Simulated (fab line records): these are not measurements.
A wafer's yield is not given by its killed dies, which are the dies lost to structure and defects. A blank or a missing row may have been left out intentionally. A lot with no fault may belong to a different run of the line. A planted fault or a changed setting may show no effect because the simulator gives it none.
Which tool did it? :: flow gf180mcu :: 36 wafers from 12 lots sampled at 4 of the route's 602 steps

## WHAT THE GAUGES SHOWED, per wafer
GF_VT_IMPLANT_OVL_MEAS_40. Usual: VT_IMPLANT_03_OVL 0.9 nm, standard deviation 1.4.
lot: L284
measured: day 7 10:07
on: overlay-01
VT_IMPLANT_03_OVL (nm): 0.4 0.9 0.7
flag: 

lot: L285
measured: day 8 00:01
on: overlay-02
VT_IMPLANT_03_OVL (nm): -0.7 0.2 -0.9
flag: 

lot: L286
measured: day 8 04:12
on: overlay-02
VT_IMPLANT_03_OVL (nm): 2.1 1.9 1.7
flag: 

lot: L289
measured: day 8 21:19
on: overlay-02
VT_IMPLANT_03_OVL (nm): 2.4 3.3 1.6
flag: 

lot: L290
measured: day 9 05:49
on: overlay-02
VT_IMPLANT_03_OVL (nm): 2.0 0.2 3.4
flag: 

lot: L293
measured: day 10 01:03
on: overlay-02
VT_IMPLANT_03_OVL (nm): 1.3 1.5 2.6
flag: 

lot: L296
measured: day 10 22:44
on: overlay-01
VT_IMPLANT_03_OVL (nm): 0.2 3.9 3.3
flag: 

lot: L297
measured: day 11 03:01
on: overlay-02
VT_IMPLANT_03_OVL (nm): 1.4 0.5 1.2
flag: 

lot: L298
measured: day 11 08:44
on: overlay-01
VT_IMPLANT_03_OVL (nm): 1.0 -0.1 2.5
flag: 

lot: L299
measured: day 11 17:50
on: overlay-02
VT_IMPLANT_03_OVL (nm): -0.4 0.7 -0.2
flag: 

lot: L301
measured: day 12 07:19
on: overlay-02
VT_IMPLANT_03_OVL (nm): 3.6 0.7 1.9
flag: 

lot: L303
measured: day 13 01:52
on: overlay-02
VT_IMPLANT_03_OVL (nm): 2.7 2.4 2.2
flag: 

## EACH LOT AND THE TOOL THAT RAN IT (in order: tool; ch and the chambers of the sampled wafers; start)
lot: L284
GF_STI_CMP_25: cmp-01 ch 1,2,3, day 2 03:19
GF_VT_IMPLANT_COAT_24: litho-track-03 ch 0, day 6 11:13
GF_VT_IMPLANT_STRIP_31: plasma-asher-01 ch 0,1, day 6 18:39

lot: L285
GF_STI_CMP_25: cmp-02 ch 0,3, day 2 10:49
GF_VT_IMPLANT_COAT_24: litho-track-01 ch 0, day 6 23:24
GF_VT_IMPLANT_STRIP_31: plasma-asher-02 ch 0,1, day 7 08:35

lot: L286
GF_STI_CMP_25: cmp-02 ch 1,2, day 2 15:23
GF_VT_IMPLANT_COAT_24: litho-track-03 ch 0, day 7 03:44
GF_VT_IMPLANT_STRIP_31: plasma-asher-02 ch 0,1, day 7 11:33

lot: L289
GF_STI_CMP_25: cmp-01 ch 1,2,3, day 3 04:28
GF_VT_IMPLANT_COAT_24: litho-track-01 ch 0, day 7 20:28
GF_VT_IMPLANT_STRIP_31: plasma-asher-04 ch 0,1, day 8 04:41

lot: L290
GF_STI_CMP_25: cmp-02 ch 0,1,2, day 3 10:28
GF_VT_IMPLANT_COAT_24: litho-track-03 ch 0, day 8 05:05
GF_VT_IMPLANT_STRIP_31: plasma-asher-01 ch 0,1, day 8 13:35

lot: L293
GF_STI_CMP_25: cmp-01 ch 1,2,3, day 4 02:35
GF_VT_IMPLANT_COAT_24: litho-track-03 ch 0, day 8 23:29
GF_VT_IMPLANT_STRIP_31: plasma-asher-02 ch 0,1, day 9 08:06

lot: L296
GF_STI_CMP_25: cmp-01 ch 1,2,3, day 4 18:08
GF_VT_IMPLANT_COAT_24: litho-track-03 ch 0, day 9 20:19
GF_VT_IMPLANT_STRIP_31: plasma-asher-04 ch 0,1, day 10 05:15

lot: L297
GF_STI_CMP_25: cmp-01 ch 0,1,3, day 4 22:49
GF_VT_IMPLANT_COAT_24: litho-track-03 ch 0, day 9 23:50
GF_VT_IMPLANT_STRIP_31: plasma-asher-04 ch 0,1, day 10 09:36

lot: L298
GF_STI_CMP_25: cmp-01 ch 0,2,3, day 5 03:10
GF_VT_IMPLANT_COAT_24: litho-track-01 ch 0, day 10 05:34
GF_VT_IMPLANT_STRIP_31: plasma-asher-04 ch 0,1, day 10 15:07

lot: L299
GF_STI_CMP_25: cmp-01 ch 0,1,3, day 5 09:04
GF_VT_IMPLANT_COAT_24: litho-track-02 ch 0, day 10 13:40
GF_VT_IMPLANT_STRIP_31: plasma-asher-04 ch 0,1, day 10 22:24

lot: L301
GF_STI_CMP_25: cmp-01 ch 0,2,3, day 5 19:13
GF_VT_IMPLANT_COAT_24: litho-track-01 ch 0, day 11 02:46
GF_VT_IMPLANT_STRIP_31: plasma-asher-04 ch 0,1, day 11 12:36

lot: L303
GF_STI_CMP_25: cmp-02 ch 0,1,2, day 6 08:44
GF_VT_IMPLANT_COAT_24: litho-track-01 ch 0, day 11 19:38
GF_VT_IMPLANT_STRIP_31: plasma-asher-02 ch 0,1, day 12 05:54
- GF_STI_CMP_25: polishes, stops on Si3N4, t overpolish 33 s, target thk 524.6 nm.
- GF_VT_IMPLANT_COAT_24: resist thk 1000 nm.
- GF_VT_IMPLANT_STRIP_31: strips in O2/N2.

## WHAT THE TOOLS THEMSELVES READ (means of the sampled wafers that have a number; where no wafer has one, the mark that the record gives instead)
GF_STI_CMP_25. Usual: motor-current-A 11.8 A, standard deviation 1.1; overpolish-run-s 33.001 s, standard deviation 0.0095; time-to-endpoint-s 121 s, standard deviation 4.5.
lot: L284
tool: cmp-01
motor-current-A (A): 12.8
overpolish-run-s (s): 32.998
time-to-endpoint-s (s): 127
flag: 

lot: L285
tool: cmp-02
motor-current-A (A): 10.6
overpolish-run-s (s): 33.000
time-to-endpoint-s (s): 118
flag: 

lot: L286
tool: cmp-02
motor-current-A (A): 11.4
overpolish-run-s (s): 33.010
time-to-endpoint-s (s): 117
flag: 

lot: L289
tool: cmp-01
motor-current-A (A): 12.4
overpolish-run-s (s): 33.004
time-to-endpoint-s (s): 123
flag: 

lot: L290
tool: cmp-02
motor-current-A (A): 10.8
overpolish-run-s (s): 33.003
time-to-endpoint-s (s): 117
flag: 

lot: L293
tool: cmp-01
motor-current-A (A): 12.7
overpolish-run-s (s): 33.002
time-to-endpoint-s (s): 120
flag: 

lot: L296
tool: cmp-01
motor-current-A (A): 12.5
overpolish-run-s (s): 32.995
time-to-endpoint-s (s): 123
flag: 

lot: L297
tool: cmp-01
motor-current-A (A): 12.2
overpolish-run-s (s): 33.000
time-to-endpoint-s (s): 119
flag: 

lot: L298
tool: cmp-01
motor-current-A (A): 12.2
overpolish-run-s (s): 33.001
time-to-endpoint-s (s): 119
flag: 

lot: L299
tool: cmp-01
motor-current-A (A): 11.6
overpolish-run-s (s): 33.004
time-to-endpoint-s (s): 115
flag: 

lot: L301
tool: cmp-01
motor-current-A (A): 12.1
overpolish-run-s (s): 32.998
time-to-endpoint-s (s): 121
flag: 

lot: L303
tool: cmp-02
motor-current-A (A): 10.7
overpolish-run-s (s): 33.002
time-to-endpoint-s (s): 116
flag: 

GF_VT_IMPLANT_STRIP_31. Usual: chamber-pressure-mTorr 1499.9 mTorr, standard deviation 1.8; drypump-motor-current-A 5.7 A, standard deviation 0.51; heater-power-w 341 W, standard deviation 57; oes-product-au 0.716 a.u., standard deviation 0.0051; strip-time-to-endpoint-s 12.63 s, standard deviation 0.037.
lot: L284
tool: plasma-asher-01
chamber-pressure-mTorr (mTorr): 1500.0
drypump-motor-current-A (A): 5.7
heater-power-w (W): 386
oes-product-au (a.u.): 0.718
strip-time-to-endpoint-s (s): 12.62
flag: 

lot: L285
tool: plasma-asher-02
chamber-pressure-mTorr (mTorr): 1500.2
drypump-motor-current-A (A): 5.5
heater-power-w (W): 354
oes-product-au (a.u.): 0.718
strip-time-to-endpoint-s (s): 12.66
flag: 

lot: L286
tool: plasma-asher-02
chamber-pressure-mTorr (mTorr): 1499.5
drypump-motor-current-A (A): 5.5
heater-power-w (W): 349
oes-product-au (a.u.): 0.722
strip-time-to-endpoint-s (s): 12.56
flag: 

lot: L289
tool: plasma-asher-04
chamber-pressure-mTorr (mTorr): 1500.2
drypump-motor-current-A (A): 5.4
heater-power-w (W): 319
oes-product-au (a.u.): 0.717
strip-time-to-endpoint-s (s): 12.68
flag: 

lot: L290
tool: plasma-asher-01
chamber-pressure-mTorr (mTorr): 1499.9
drypump-motor-current-A (A): 5.7
heater-power-w (W): 382
oes-product-au (a.u.): 0.715
strip-time-to-endpoint-s (s): 12.59
flag: 

lot: L293
tool: plasma-asher-02
chamber-pressure-mTorr (mTorr): 1498.7
drypump-motor-current-A (A): 5.5
heater-power-w (W): 346
oes-product-au (a.u.): 0.711
strip-time-to-endpoint-s (s): 12.62
flag: 

lot: L296
tool: plasma-asher-04
chamber-pressure-mTorr (mTorr): 1500.6
drypump-motor-current-A (A): 5.4
heater-power-w (W): 316
oes-product-au (a.u.): 0.709
strip-time-to-endpoint-s (s): 12.65
flag: 

lot: L297
tool: plasma-asher-04
chamber-pressure-mTorr (mTorr): 1498.5
drypump-motor-current-A (A): 5.4
heater-power-w (W): 313
oes-product-au (a.u.): 0.716
strip-time-to-endpoint-s (s): 12.60
flag: 

lot: L298
tool: plasma-asher-04
chamber-pressure-mTorr (mTorr): 1499.2
drypump-motor-current-A (A): 5.4
heater-power-w (W): 318
oes-product-au (a.u.): 0.716
strip-time-to-endpoint-s (s): 12.65
flag: 

lot: L299
tool: plasma-asher-04
chamber-pressure-mTorr (mTorr): 1500.1
drypump-motor-current-A (A): 6.0
heater-power-w (W): 310
oes-product-au (a.u.): 0.717
strip-time-to-endpoint-s (s): 12.67
flag: 

lot: L301
tool: plasma-asher-04
chamber-pressure-mTorr (mTorr): 1500.1
drypump-motor-current-A (A): 5.4
heater-power-w (W): 317
oes-product-au (a.u.): 0.717
strip-time-to-endpoint-s (s): 12.32
flag: OFF

lot: L303
tool: plasma-asher-02
chamber-pressure-mTorr (mTorr): 1499.5
drypump-motor-current-A (A): 5.5
heater-power-w (W): 375
oes-product-au (a.u.): 0.713
strip-time-to-endpoint-s (s): 12.40
flag: OFF

## THE ANSWER, worked out from the rows above alone
Rule: lot off if the mean of its wafers having a number is beyond 3 standard deviations from the usual mean. Also off: a lot with no number at a reading for which 4 or more lots have one. All remaining lots with rows at the step are treated as sound. Order of review: gauges by route order, followed by the tools' own readings, for which a lot's mean as printed above is used. The first step at which some lot is off is used, and at that step the reading that is off furthest; a lot without a number counts as furthest.
Off at GF_VT_IMPLANT_STRIP_31 (strip-time-to-endpoint-s): L301, L303.
If a tool, at that step or one of the process steps before it, ran each lot that is off and ran no sound lot following the first of them, it fits. One fits: GF_VT_IMPLANT_COAT_24 on litho-track-01. A fault onset in the window from L298 (day 10 05:34, its last sound lot) to L301 (day 11 02:46, its first lot off) fits.

## WHAT THE SIMULATOR PUT IN
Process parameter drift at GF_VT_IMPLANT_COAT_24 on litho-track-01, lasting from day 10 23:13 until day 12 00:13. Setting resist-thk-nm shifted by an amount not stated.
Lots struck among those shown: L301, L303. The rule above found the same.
